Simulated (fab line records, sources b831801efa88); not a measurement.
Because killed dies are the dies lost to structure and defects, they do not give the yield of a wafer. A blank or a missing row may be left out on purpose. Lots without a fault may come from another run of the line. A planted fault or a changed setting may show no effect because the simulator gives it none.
Which tool was responsible? -- flow gf180mcu -- 12 lots with 36 wafers sampled at 5 steps, on a route of 602 steps

WHAT THE GAUGES SHOWED, per wafer
GF_CONTACT_THK_MEAS_26: measures by xrf.
lot,measured,on,CONTACT_W_THK (nm)
L820,day 16 04:22,film metro-03,308 320 319
L823,day 17 08:13,film metro-01,311 308 306
L827,day 18 15:25,film metro-01,300 297 292
L829,day 19 11:50,film metro-03,302 301 300
L835,day 21 15:43,film metro-01,298 297 294
L836,day 21 23:30,film metro-04,314 317 313
L837,day 22 08:31,film metro-03,315 312 314
L838,day 22 15:46,film metro-04,316 309 309
L839,day 22 21:53,film metro-03,301 300 302
L840,day 23 14:52,film metro-03,308 317 316
L841,day 23 22:12,film metro-03,304 301 301
L842,day 24 06:58,film metro-01,305 310 305

GF_M1_CD_MEAS_14: target cd 230 nm.
lot,measured,on,cd nm (nm)
L820,day 17 03:32,cd sem-01,231.0 231.6 232.4
L823,day 18 07:59,cd sem-01,228.7 230.7 230.2
L827,day 19 15:41,cd sem-01,216.8 217.5 217.3
L829,day 20 12:31,cd sem-01,219.4 218.4 218.7
L835,day 22 16:01,cd sem-01,231.4 231.3 230.1
L836,day 22 22:56,cd sem-02,230.2 229.5 230.4
L837,day 23 07:56,cd sem-01,228.4 229.2 228.4
L838,day 23 14:38,cd sem-01,229.3 229.6 228.3
L839,day 23 21:49,cd sem-02,233.7 233.1 234.3
L840,day 24 13:40,cd sem-02,229.4 228.9 227.7
L841,day 24 20:08,cd sem-02,229.1 229.2 230.9
L842,day 25 05:04,cd sem-02,229.6 228.4 228.6

GF_V1_OVL_MEAS_15.
lot,measured,on,V1_OVL (nm)
L820,day 18 03:44,overlay-01,-4 6 4
L823,day 19 09:04,overlay-01,12 1 6
L827,day 20 16:32,overlay-01,0 0 4
L829,day 21 14:05,overlay-02,9 7 3
L835,day 23 15:50,overlay-01,1 5 -6
L836,day 23 23:16,overlay-01,-5 -3 4
L837,day 24 07:55,overlay-01,-9 -13 1
L838,day 24 14:26,overlay-02,8 -8 9
L839,day 24 21:06,overlay-01,-4 0 6
L840,day 25 12:50,overlay-02,12 0 6
L841,day 25 18:49,overlay-01,14 -4 6
L842,day 26 03:54,overlay-01,20 13 10

WHICH TOOL RAN EACH LOT (tool, then ch and the chambers of the sampled wafers, then the start)
lot,GF_PSD_RTA_13,GF_M1_EXPOSE_11
L820,"rtp anneal-01 ch 0, day 14 07:32","krf scanner-01 ch 0, day 16 16:21"
L823,"rtp anneal-02 ch 0, day 15 09:14","krf scanner-01 ch 0, day 17 20:14"
L827,"rtp anneal-02 ch 0, day 16 13:44","krf scanner-02 ch 0, day 19 03:51"
L829,"rtp anneal-01 ch 0, day 17 09:21","krf scanner-02 ch 0, day 20 00:46"
L835,"rtp anneal-01 ch 0, day 19 13:05","krf scanner-01 ch 0, day 22 04:54"
L836,"rtp anneal-02 ch 0, day 19 21:21","krf scanner-01 ch 0, day 22 11:24"
L837,"rtp anneal-01 ch 0, day 20 05:56","krf scanner-01 ch 0, day 22 20:46"
L838,"rtp anneal-01 ch 0, day 20 14:35","krf scanner-01 ch 0, day 23 04:01"
L839,"rtp anneal-02 ch 0, day 20 20:32","krf scanner-01 ch 0, day 23 10:04"
L840,"rtp anneal-02 ch 0, day 21 14:32","krf scanner-01 ch 0, day 24 03:01"
L841,"rtp anneal-01 ch 0, day 21 20:28","krf scanner-01 ch 0, day 24 09:14"
L842,"rtp anneal-02 ch 0, day 22 06:50","krf scanner-01 ch 0, day 24 18:20"
- GF_PSD_RTA_13: time 20 s.
- GF_M1_EXPOSE_11: exposes mask Metal1, target cd 230 nm.

WHAT THE TOOLS THEMSELVES READ (means of the sampled wafers that have a number; where no wafer has one, the mark that the record gives instead)
GF_PSD_RTA_13.
lot,tool,lamp power pct (%),wafer_temp_C_max
L820,rtp anneal-01,34,1030.0
L823,rtp anneal-02,25,1029.7
L827,rtp anneal-02,25,1029.2
L829,rtp anneal-01,34,1029.1
L835,rtp anneal-01,34,1028.8
L836,rtp anneal-02,25,1029.5
L837,rtp anneal-01,34,1028.9
L838,rtp anneal-01,34,1030.0
L839,rtp anneal-02,25,1028.3
L840,rtp anneal-02,25,1029.0
L841,rtp anneal-01,34,1028.9
L842,rtp anneal-02,25,1029.5

GF_M1_EXPOSE_11.
lot,tool,exposure dose mJ cm2
L820,krf scanner-01,27.97
L823,krf scanner-01,28.00
L827,krf scanner-02,30.35
L829,krf scanner-02,29.83
L835,krf scanner-01,27.92
L836,krf scanner-01,27.97
L837,krf scanner-01,27.91
L838,krf scanner-01,28.00
L839,krf scanner-01,27.95
L840,krf scanner-01,27.95
L841,krf scanner-01,27.99
L842,krf scanner-01,27.98

THE ANSWER, worked out from the rows above alone
Rule: what is usual is taken from the lots themselves. The widest of any qualifying gaps counts: lots, ordered by their means at a reading, are off when they make up no more than a third of the lots, leave a main group of 4 or more, and stand apart from it by 3 or more times the standard deviation of that group's means. Not used: any main group whose means are identical at the precision the tables above print for the reading. Also off: a lot with no number at a reading for which 4 or more lots have one. All remaining lots with rows at the step are treated as sound. The gauges are gone through in route order, then the tools' own readings, and for those a lot's mean is taken as printed above. At the first step where some lot is off, the reading lying furthest off is the one used; lots without a number count as furthest.
Off at GF_M1_CD_MEAS_14 (cd nm): L827, L829. The main group has a mean of 230.1 nm with a standard deviation of 1.5.
If a tool, at a process step before that reading, ran all the lots that are off and no sound lot after the first of them, it fits. The gauges at GF_M1_CD_MEAS_14 aren't tried: what is off there is off at GF_M1_EXPOSE_11 too, on other tools, and a gauge's error can't cause that. One fits: krf scanner-02 at GF_M1_EXPOSE_11. It ran no sound lot before its first lot that is off in this sample, so the start can't be narrowed down.
On the lots that are off, the tool's own readings at GF_M1_EXPOSE_11 differ by more than 5 times the standard deviation of the sound lots' means, which bears it out; exposure dose mJ cm2 reads 30.09 there versus 27.96 on the sound lots.

WHAT THE SIMULATOR HAD INSERTED
Process parameters drifting: krf scanner-02 at GF_M1_EXPOSE_11, beginning at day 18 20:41. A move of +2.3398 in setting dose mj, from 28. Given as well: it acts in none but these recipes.
Shown lots that were struck: L827, L829. Same finding as the rule above.
